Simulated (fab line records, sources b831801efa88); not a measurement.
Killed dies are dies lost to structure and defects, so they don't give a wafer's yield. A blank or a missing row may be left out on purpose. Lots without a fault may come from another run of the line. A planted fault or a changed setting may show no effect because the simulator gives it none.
A struck lot beside a sound one | flow sky130 | 35 steps out of a route of 708
Sound: wafers L683.1, L683.5, L683.6. Struck: wafers L699.1, L699.2, L699.6. The cause comes at the end.
At each step with rows: each side's tool, then ch and its chambers, then its first start. Under that, the readings that differ: sound wafers | struck wafers | difference of the means | sigmas: that difference in standard deviations of wafers without a fault.
alike: readings whose means differ by less than 2 such deviations, and words and numbers that are the same on both sides. not compared: withheld readings, readings that some wafer has no value for, bounds like >300 that may hide the same value, and numbers for which the record gives no deviation and whose values overlap.
The two part at a step that has a row with sigmas, a row that says differs or no value, or rows on one side only. Numbers that don't overlap but have no deviation are shown without sigmas and don't part them. A reading that every wafer of one side lacks parts them only if that side has two wafers or more.

first, 8 steps without rows for these wafers: SKY_VIA3_ETCH_14 (etches BARC in N2/H2, stops on SiO2, time 45.9 s, target depth 60 nm); SKY_VIA3_ETCH_15 (etches SiO2 in C4F8/O2/Ar, stops on TiN, target depth 507 nm, time 78 s); SKY_VIA3_STRIP_16 (strips in O2/N2); SKY_VIA3_STRIP_17 (strips in post etch residue remover, time 1200 s); SKY_VIA3_CLEAN_18 (cleans in IPA, time 180 s); SKY_VIA3_CLEAN_19 (cleans in O3/DIW); SKY_VIA3_SPUTTER_20 (material TiN, target thk 20 nm, time 80 s); SKY_VIA3_CVD_21 (deposits W, target thk 390 nm, time 117.31 s).
SKY_VIA3_CMP_24: polishes, stops on SiO2, t overpolish 20 s, target thk 0 nm.
  sound on cmp-02 ch 2,3, day 41 03:37; struck on cmp-01 ch 2,3, day 45 10:24
  alike: motor_current_A, overpolish_run_s, platen_rpm, time_to_endpoint_s
then, 25 steps without rows for these wafers: SKY_METAL4_SPUTTER_00 (material Ti, target thk 15 nm, time 10 s); SKY_METAL4_SPUTTER_01 (material TiN, target thk 20 nm, time 16.7 s); SKY_METAL4_SPUTTER_02 (material AlCu, target thk 735 nm, time 39.1 s); SKY_METAL4_SPUTTER_03 (material Ti, target thk 5 nm, time 3.3 s); SKY_METAL4_SPUTTER_04 (material TiN, target thk 70 nm, time 58.3 s); SKY_CAP2M_CVD_00 (deposits SiO2, target thk 15.5 nm); SKY_CAP2M_SPUTTER_02 (material TiN, target thk 200 nm, time 166.7 s); SKY_CAP2M_DEHYDRATE_05 (time 60 s); SKY_CAP2M_HMDS_06 (prime time 60 s); SKY_CAP2M_COAT_07 (resist thk 1140 nm); SKY_CAP2M_SOFTBAKE_08 (time 60 s); SKY_CAP2M_EXPOSE_09 (exposes mask CAP2M, target cd 1000 nm); SKY_CAP2M_PEB_10; SKY_CAP2M_DEVELOP_11 (develop time 62.02 s); SKY_CAP2M_METAL_ETCH_13 (etches TiN in Cl2/BCl3, stops on SiO2, target depth 220 nm, time 62.9 s); SKY_CAP2M_STRIP_14 (strips in O2/N2); SKY_CAP2M_STRIP_15 (strips in post etch residue remover, time 1200 s); SKY_CAP2M_CLEAN_16 (cleans in IPA, time 180 s); SKY_CAP2M_CLEAN_17 (cleans in O3/DIW); SKY_METAL4_DEHYDRATE_05 (time 60 s); SKY_METAL4_HMDS_06 (prime time 60 s); SKY_METAL4_COAT_07 (resist thk 60 nm); SKY_METAL4_COAT_08 (resist thk 1140 nm); SKY_METAL4_SOFTBAKE_09 (time 90 s); SKY_METAL4_EXPOSE_10 (exposes mask MM4, target cd 300 nm).
-- the record jumps here: 5 days lie between the struck wafers' starts before and after (it left off in module METAL4 and takes up again in module PAD_OPEN, whose first step shown is number 708 of the route) --
SKY_PAD_OPEN_PROBE_99:
  sound on prober-01, day 47 00:45; struck on prober-01, day 50 12:02
  reading                               | sound              | struck            | difference | sigmas
  defect_limited_yield (%)              | 82.7 83.3 82.9     | 56.9 54.9 53.7    | -27.8      | -14
  killed_at_M0_to_M3                    | 42 42 50           | 179 176 193       | +138       | +20
  killed_at_other                       | 1 1 1              | 0 0 0             | -1         | -2
  killed_dies                           | 85 82 84           | 212 222 228       | +137       | +14
  killed_on_rim                         | 12 21 20           | 41 42 46          | +25        | +6
  sort_bin_3_pad_short (%)              | 1.4 1.0 0.4        | 3.3 2.8 2.8       | +2.0       | +5
  sort_bin_5_function (%)               | 10.0 9.6 9.3       | 25.8 28.7 31.7    | +19.1      | +14
  sort_bin_6_memory (%)                 | 5.9 6.1 7.3        | 14.0 13.6 11.8    | +6.7       | +6
  sort_n_pass                           | 407 410 408        | 280 270 264       | -137       | -14
  sort_yield_pct (%)                    | 82.7 83.3 82.9     | 56.9 54.9 53.7    | -27.8      | -14
  model.etest.tester.sort_n_pass        | 407 410 408        | 280 270 264       | -137       |
  model.etest.tester.sort_yield_pct (%) | 82.72 83.33 82.93  | 56.91 54.88 53.66 | -27.84     |
  model.etest.tester.sort_bin_5_pct (%) | 9.959 9.553 9.35   | 25.81 28.66 31.71 | +19.11     |
  model.etest.tester.sort_bin_6_pct (%) | 5.894 6.098 7.317  | 14.02 13.62 11.79 | +6.71      |
  model.etest.tester.sort_bin_3_pct (%) | 1.423 1.016 0.4065 | 3.252 2.846 2.846 | +2.033     |
  alike: killed_at_M4_up, killed_at_contacts, killed_at_front_end, killed_open, killed_short

WHERE THEY PART
Only at SKY_PAD_OPEN_PROBE_99, within this record.

WHY: what the simulator had put in
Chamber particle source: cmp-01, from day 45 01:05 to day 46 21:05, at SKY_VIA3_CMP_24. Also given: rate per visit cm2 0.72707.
